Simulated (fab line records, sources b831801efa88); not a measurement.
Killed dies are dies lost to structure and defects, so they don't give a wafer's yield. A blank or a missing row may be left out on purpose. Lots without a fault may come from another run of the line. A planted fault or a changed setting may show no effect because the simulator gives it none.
Chamber matching | flow sky130 | SKY_POLY_GATE_ETCH_17 on rie_si-02: 4 sister chambers
The step etches poly-Si in HBr/Cl2, stops on SiO2, target depth 180 nm, time 70.5 s. 4 wafers are shown with their chamber, then 7 later ones without.

WAFERS WITH THEIR CHAMBER
wafer  | chamber | chamber_pressure_mTorr (mTorr)
L746.1 | 2       | 10.016
L746.4 | 1       | 10.001
L748.1 | 3       | 9.996
L748.3 | 0       | 10.014

WAFERS WITHOUT THEIR CHAMBER
wafer  | chamber_pressure_mTorr (mTorr)
L748.4 | 10.006
L754.1 | 9.993
L754.2 | 10.010
L754.4 | 9.997
L756.1 | 9.989
L756.3 | 10.004
L756.5 | 9.995

WHICH CHAMBER EACH WENT THROUGH
wafer  | from the rows above               | in truth
L748.4 | can't be placed: 1 or 0 or 2 or 3 | 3
L754.1 | can't be placed: 3 or 1           | 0
L754.2 | can't be placed: 0 or 2 or 1      | 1
L754.4 | can't be placed: 3 or 1           | 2
L756.1 | can't be placed: 3 or 1           | 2
L756.3 | can't be placed: 1 or 3 or 0      | 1
L756.5 | can't be placed: 3 or 1           | 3
Placed correctly: 0 of 7. Can't be placed from these rows: 7 (the true chamber is among the candidates in 4). Placed wrongly: 0.
How it was worked out, from the rows above alone: a wafer's distance from a chamber is the root of the sum, over the readings, of the square of ((its reading less the chamber's mean) divided by the reading's scatter). The wafer belongs to the nearest chamber; if the next one is less than 2 further off, it can't be placed. A chamber's mean is the mean of its shown wafers. The scatter: with one shown wafer a chamber, the root of the mean of the squares of how far each hidden wafer lies from its nearest shown one.
